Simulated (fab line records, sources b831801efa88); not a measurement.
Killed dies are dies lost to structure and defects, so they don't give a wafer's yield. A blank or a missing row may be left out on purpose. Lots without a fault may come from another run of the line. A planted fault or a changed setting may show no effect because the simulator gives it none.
A struck lot beside a sound one | flow sfq_line | 17 steps out of a route of 325
Sound: wafers L983.1, L983.2, L983.3. Struck: wafer L994.3. (L994.4 of the same lot was not struck and is left out.) The cause comes at the end.
At each step with rows: each side's tool, then ch and its chambers, then its first start. Under that, the readings that differ: sound wafers | struck wafers | difference of the means | sigmas: that difference in standard deviations of wafers without a fault.
alike: readings whose means differ by less than 2 such deviations, and words and numbers that are the same on both sides. not compared: withheld readings, readings that some wafer has no value for, bounds like >300 that may hide the same value, and numbers for which the record gives no deviation and whose values overlap.
The two part at a step that has a row with sigmas, a row that says differs or no value, or rows on one side only. Numbers that don't overlap but have no deviation are shown without sigmas and don't part them. A reading that every wafer of one side lacks parts them only if that side has two wafers or more.

SFQ_TRILAYER_I7_VIA_STRIP_STRIP_191: strips in O2.
  sound on rie_metal-04 ch 0,1, day 75 07:59; struck on rie_metal-02 ch 0, day 79 13:45
  reading                     | sound       | struck | difference | sigmas
  drypump_motor_current_A (A) | 5.0 5.3 5.3 | 6.4    | +1.2       | +2
  alike: oes_product_au
  not compared: rf_hours_counter_h
then, 8 steps without rows for these wafers: SFQ_TRILAYER_I7_VIA_STRIP_SOLV_CLEAN_192 (cleans in NMP, time 600 s); SFQ_TRILAYER_M8_LITHO_LOR_COAT_197; SFQ_TRILAYER_M8_LITHO_LOR_BAKE_198; SFQ_TRILAYER_M8_LITHO_COAT_193 (resist thk 600 nm); SFQ_TRILAYER_M8_LITHO_SOFTBAKE_199; SFQ_TRILAYER_M8_LITHO_EXPOSE_194 (exposes mask M8, target cd 2000 nm); SFQ_TRILAYER_M8_LITHO_PEB_196 (peb time 60 s); SFQ_TRILAYER_M8_LITHO_DEVELOP_195 (img clear 15 s, time 55 s).
SFQ_M8_OVL_MEAS_948:
  sound on overlay-02, day 76 07:38; struck on overlay-02, day 81 04:47
  alike: M8_OVL
then, 2 steps without rows for these wafers: SFQ_TRILAYER_M8_DEP_EVAP_197 (material Ti, target thk 20 nm, time 100 s); SFQ_TRILAYER_M8_DEP_EVAP_198 (material Pt, target thk 50 nm, time 250 s).
SFQ_TRILAYER_M8_DEP_EVAP_196: material Au, target thk 180 nm, time 900 s.
  sound on pvd_sputter-02, day 76 07:54; struck on pvd_sputter-02, day 81 05:03
  reading                                          | sound             | struck | difference | sigmas
  model.Au_of_TRILAYER_M8_DEP_EVAP_196.thk_nm (nm) | 180.9 179.3 180.8 | 243    | +63        |
SFQ_M8_RS_MEAS_949: measures by four-point-probe.
  sound on film_metro-02, day 76 08:25; struck on film_metro-02, day 81 05:36
  reading           | sound                | struck | difference | sigmas
  M8_AU_RS (ohm/sq) | 0.1530 0.1539 0.1530 | 0.1134 | -0.0399    | -28
SFQ_M8_THK_MEAS_950: measures by xrf.
  sound on film_metro-02, day 76 08:32; struck on film_metro-02, day 81 05:42
  reading        | sound             | struck | difference | sigmas
  M8_AU_THK (nm) | 177.4 176.6 177.8 | 237.9  | +60.6      | +36
then, 1 step without rows for these wafers: SFQ_TRILAYER_M8_LIFTOFF_LIFTOFF_197 (chemistry NMP, time 600 s).
SFQ_M8_BOW_MEAS_951:
  sound on film_metro-01, day 76 08:46; struck on film_metro-01, day 81 05:58
  reading                 | sound                | struck | difference | sigmas
  model.etest.i7.link_ohm | 1.046 1.045 1.048    | 1.004  | -0.042     |
  model.etest.m8.ohm_sq   | 0.1529 0.1542 0.1529 | 0.1138 | -0.0395    |
  alike: M8_BOW

WHERE THEY PART
First at SFQ_TRILAYER_I7_VIA_STRIP_STRIP_191; last, within this record, at SFQ_M8_THK_MEAS_950. Later steps at which nothing parts them and some readings are alike: SFQ_M8_BOW_MEAS_951.

WHY: what the simulator had put in
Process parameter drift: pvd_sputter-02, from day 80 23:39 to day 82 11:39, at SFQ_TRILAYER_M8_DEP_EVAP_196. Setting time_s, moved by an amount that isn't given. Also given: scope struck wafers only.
